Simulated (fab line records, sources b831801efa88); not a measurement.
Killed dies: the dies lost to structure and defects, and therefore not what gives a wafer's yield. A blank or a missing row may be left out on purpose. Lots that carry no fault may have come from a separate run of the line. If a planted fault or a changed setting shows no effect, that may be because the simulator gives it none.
Chamber matching	flow sky130	SKY_PASSIVATION_CVD_00 on pecvd-03: 3 sister chambers
The step deposits SiO2, target thk 90 nm. 3 wafers are shown with their chamber, then 7 later ones without.

EACH WAFER AND ITS CHAMBER
wafer	chamber	heater power outer w (W)
L155.6	0	285
L158.2	1	466
L158.3	2	318

WAFERS WITHOUT THEIR CHAMBER
wafer	heater power outer w (W)
L158.5	472
L160.1	388
L160.4	381
L160.5	455
L166.1	352
L166.5	458
L166.6	347

EACH ONE'S CHAMBER
wafer	from the rows above	in truth
L158.5	1	1
L160.1	can't be placed: 2 or 1 or 0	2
L160.4	can't be placed: 2 or 1 or 0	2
L160.5	1	1
L166.1	can't be placed: 2 or 0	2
L166.5	1	1
L166.6	can't be placed: 2 or 0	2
3 of 7 placed correctly. Can't be placed from these rows: 4 (the true chamber is among the candidates in 4). Placed wrongly: 0.
How it was worked out, from the rows above alone: a wafer's distance from a chamber is the root of the sum, over the readings, of the square of ((its reading less the chamber's mean) divided by the reading's scatter). If the next closest chamber is less than 2 further off than the closest, the wafer can't be placed; otherwise it belongs to the closest. For every chamber, the mean is computed from those of its wafers that are shown. The scatter: with one shown wafer a chamber, the root of the mean of the squares of how far each hidden wafer lies from its nearest shown one.
